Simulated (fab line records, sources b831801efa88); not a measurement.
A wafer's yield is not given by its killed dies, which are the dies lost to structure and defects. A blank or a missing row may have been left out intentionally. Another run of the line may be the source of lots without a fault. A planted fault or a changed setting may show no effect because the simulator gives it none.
Which tool did it? | flow gf180mcu | 13 lots, 39 wafers sampled, at 4 steps of a route of 602

## WHAT THE GAUGES READ, wafer by wafer
GF_DNWELL_TW_MEAS_09.
lot  | measured    | on           | DNWELL_TW
L110 | day 2 18:34 | filmMetro-02 | 1372 1367 1368
L111 | day 2 22:38 | filmMetro-04 | 1329 1334 1328
L112 | day 3 05:57 | filmMetro-01 | 1329 1328 1327
L113 | day 3 10:46 | filmMetro-04 | 1332 1340 1337
L116 | day 4 06:13 | filmMetro-02 | 1356 1359 1359
L117 | day 4 06:28 | filmMetro-01 | 1344 1340 1348
L120 | day 4 23:50 | filmMetro-01 | 1340 1333 1335
L121 | day 5 05:28 | filmMetro-02 | 1368 1361 1359
L122 | day 5 11:54 | filmMetro-04 | 1333 1339 1335
L123 | day 5 17:49 | filmMetro-04 | 1340 1339 1340
L127 | day 6 13:03 | filmMetro-04 | 1341 1337 1336
L128 | day 6 18:45 | filmMetro-01 | 1318 1314 1319
L132 | day 7 15:10 | filmMetro-04 | 1323 1326 1326

GF_MVPSD_OVL_MEAS_07.
lot  | measured     | on         | MVPSD_OVL (nm)
L110 | day 4 23:10  | overlay-01 | -0.3 0.1 -0.6
L111 | day 5 04:41  | overlay-02 | 1.8 -1.0 0.2
L112 | day 5 12:19  | overlay-02 | 2.3 1.3 1.6
L113 | day 5 18:28  | overlay-01 | 2.6 1.7 1.9
L116 | day 6 15:56  | overlay-02 | 1.7 2.9 1.9
L117 | day 6 16:17  | overlay-01 | -0.5 -0.7 1.3
L120 | day 7 11:10  | overlay-01 | -0.4 -0.1 1.1
L121 | day 7 19:14  | overlay-02 | 1.8 0.0 1.2
L122 | day 8 02:31  | overlay-01 | 2.2 0.6 0.7
L123 | day 8 09:08  | overlay-01 | 3.9 2.6 2.7
L127 | day 9 06:27  | overlay-01 | 2.3 1.2 2.1
L128 | day 9 13:08  | overlay-02 | -0.1 -0.7 1.8
L132 | day 10 11:46 | overlay-02 | -1.0 0.2 -0.5

GF_VT_IMPLANT_TW_MEAS_43.
lot  | measured     | on           | VT_IMPLANT_4_TW
L110 | day 7 11:05  | filmMetro-01 | 678 674 675
L111 | day 7 17:40  | filmMetro-03 | 686 686 685
L112 | day 8 02:42  | filmMetro-03 | 679 680 679
L113 | day 8 09:44  | filmMetro-04 | 681 680 681
L116 | day 9 08:34  | filmMetro-01 | 678 683 678
L117 | day 9 10:31  | filmMetro-01 | 680 682 680
L120 | day 10 08:50 | filmMetro-03 | 680 683 681
L121 | day 10 17:29 | filmMetro-04 | 685 682 682
L122 | day 11 00:17 | filmMetro-01 | 682 680 682
L123 | day 11 08:02 | filmMetro-03 | 612 619 611
L127 | day 12 07:02 | filmMetro-01 | 682 682 686
L128 | day 12 13:59 | filmMetro-01 | 609 610 608
L132 | day 13 14:22 | filmMetro-04 | 681 677 682

## WHICH TOOL RAN EACH LOT (tool, then ch and the chambers of the sampled wafers, then the start)
lot  | GF_VT_IMPLANT_IMPLANT_41
L110 | implanter-02 ch 0, day 7 10:50
L111 | implanter-03 ch 0, day 7 17:27
L112 | implanter-03 ch 0, day 8 02:28
L113 | implanter-02 ch 0, day 8 09:29
L116 | implanter-01 ch 0, day 9 08:20
L117 | implanter-03 ch 0, day 9 10:18
L120 | implanter-03 ch 0, day 10 08:35
L121 | implanter-02 ch 0, day 10 17:14
L122 | implanter-03 ch 0, day 11 00:05
L123 | implanter-03 ch 0, day 11 07:47
L127 | implanter-02 ch 0, day 12 06:49
L128 | implanter-03 ch 0, day 12 13:45
L132 | implanter-01 ch 0, day 13 14:08
- GF_VT_IMPLANT_IMPLANT_41

## AS READ BY THE TOOLS THEMSELVES (means over the sampled wafers that have a number; for cases with no such wafer, the mark the record gives instead)
GF_VT_IMPLANT_IMPLANT_41.
lot  | tool         | tiltDeg (degrees)
L110 | implanter-02 | 6.996
L111 | implanter-03 | 6.992
L112 | implanter-03 | 7.018
L113 | implanter-02 | 6.981
L116 | implanter-01 | 6.986
L117 | implanter-03 | 6.981
L120 | implanter-03 | 6.997
L121 | implanter-02 | 6.991
L122 | implanter-03 | 7.036
L123 | implanter-03 | -0.003
L127 | implanter-02 | 7.008
L128 | implanter-03 | -0.035
L132 | implanter-01 | 7.022

## THE ANSWER, worked out from the rows above alone
Rule: the lots themselves supply what counts as usual. Put in order of their means at a reading, lots are off if they are a third of the lots or fewer, leave a main group of 4 or more, and stand apart from it by a gap of 3 or more times the standard deviation of the main group's means; of several such gaps the widest counts. A main group whose means are all the same, to the digits that the tables above print for the reading, isn't used. Also off: a lot with no number at a reading for which 4 or more lots have one. The other lots that the step has rows for count as sound. After the gauges, taken in route order, come the tools' own readings; for these a lot's mean is taken, as printed above. The first step at which some lot is off is used, and at that step the reading that is off furthest; a lot without a number counts as furthest.
Off: L123, L128, seen at GF_VT_IMPLANT_TW_MEAS_43 (VT_IMPLANT_4_TW). The main group: mean 681, standard deviation 2.4.
A tool fits if, at a process step before that reading, it ran every lot that is off, and no sound lot after the first of them. The gauges at GF_VT_IMPLANT_TW_MEAS_43 aren't tried: what is off there is off at GF_VT_IMPLANT_IMPLANT_41 too, on other tools, and a gauge's error can't cause that. One fits: implanter-03 at GF_VT_IMPLANT_IMPLANT_41. A fault onset in the window from L122 (day 11 00:05, its last sound lot) to L123 (day 11 07:47, its first lot off) fits.
The tool's own readings at GF_VT_IMPLANT_IMPLANT_41 bear it out: on the lots that are off they differ by more than 5 times the standard deviation of the sound lots' means. tiltDeg reads -0.019 degrees there against 7.001 degrees on the sound lots.

## WHAT WAS PUT IN BY THE SIMULATOR
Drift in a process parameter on implanter-03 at GF_VT_IMPLANT_IMPLANT_41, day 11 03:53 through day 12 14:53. Setting tiltDeg, moved by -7, from 7. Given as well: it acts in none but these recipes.
Struck lots among those shown: L123, L128. This agrees with what the rule above found.
